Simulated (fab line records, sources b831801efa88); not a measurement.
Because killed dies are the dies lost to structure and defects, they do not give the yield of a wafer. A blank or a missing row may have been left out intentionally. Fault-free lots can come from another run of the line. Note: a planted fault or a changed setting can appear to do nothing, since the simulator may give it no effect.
Comparing a struck lot with a sound one    flow sky130    19 out of 708 route steps
Sound: these wafers, L390.1, L390.2, L390.5. The struck wafers were L392.1, L392.4, L392.5. The cause comes at the end.
Order at every step that has rows: each side's tool, ch and its chambers, its first start. Under that, the readings that differ: sound wafers    struck wafers    difference of the means    sigmas: that difference in standard deviations of wafers without a fault.
alike: readings whose means differ by less than 2 such deviations, and words and numbers that are the same on both sides. not compared: withheld readings, readings that some wafer has no value for, bounds like >300 that may hide the same value, and numbers for which the record gives no deviation and whose values overlap.
A row with sigmas, a row that says differs or no value, or rows on one side alone: a step with any of these is where the two part. Numbers that have no deviation but don't overlap get no sigmas and don't part them. A reading that every wafer of one side lacks parts them only if that side has two wafers or more.

SKY_POLY_GATE_CD_MEAS_22:
  struck on cd_sem-02, day 20 12:54; sound on cd_sem-02, day 20 06:28
  alike: cd_nm
then, 7 steps without rows for these wafers: SKY_LDD_N_DEHYDRATE_00 (time 60 s); SKY_LDD_N_HMDS_01 (prime time 60 s); SKY_LDD_N_COAT_02 (resist thk 300 nm); SKY_LDD_N_SOFTBAKE_03 (time 60 s); SKY_LDD_N_EXPOSE_04 (exposes mask NTM, target cd 840 nm); SKY_LDD_N_PEB_05; SKY_LDD_N_DEVELOP_06 (develop time 60 s).
SKY_LDD_N_OVL_MEAS_07:
  struck on overlay-02, day 21 18:35; sound on overlay-02, day 21 12:33
  alike: LDD_N_OVL
then, 3 steps without rows for these wafers: SKY_LDD_N_IMPLANT_08; SKY_LDD_N_IMPLANT_09; SKY_LDD_N_IMPLANT_10.
SKY_LDD_N_IMPLANT_11:
  struck on implanter-02, day 21 19:05; sound on implanter-04 ch 0, day 21 13:02
  no value came back on the struck wafers for beam_energy_keV, beam_on_s (s), end_station_pressure_torr (Torr); on the sound wafers beam_energy_keV reads 20.009 20.009 19.997
then, 4 steps without rows for these wafers: SKY_LDD_N_IMPLANT_12; SKY_LDD_N_IMPLANT_13; SKY_LDD_N_IMPLANT_14; SKY_LDD_N_IMPLANT_15.
SKY_LDD_N_STRIP_16: strips in O2/N2.
  sound on plasma_asher-03 ch 0,1, day 21 13:47; struck on plasma_asher-04 ch 0,1, day 21 19:50
reading                       sound              struck             difference  sigmas
strip_time_to_endpoint_s (s)  4.308 4.322 4.314  4.119 4.156 4.148  -0.174      -12
  alike: drypump_motor_current_A, oes_product_au
  not compared: rf_hours_counter_h
SKY_LDD_N_TW_MEAS_17:
  struck on film_metro-02, day 21 19:56; sound on film_metro-03, day 21 13:53
reading   sound           struck          difference  sigmas
LDD_N_TW  2604 2605 2591  2438 2438 2450  -158        -7

## WHERE THEY PART
First at SKY_LDD_N_IMPLANT_11; last, within this record, at SKY_LDD_N_TW_MEAS_17.

WHY: what had been put in by the simulator
Skipped step whole: implanter-02, from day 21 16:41 on, at SKY_LDD_N_IMPLANT_11. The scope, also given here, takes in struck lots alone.
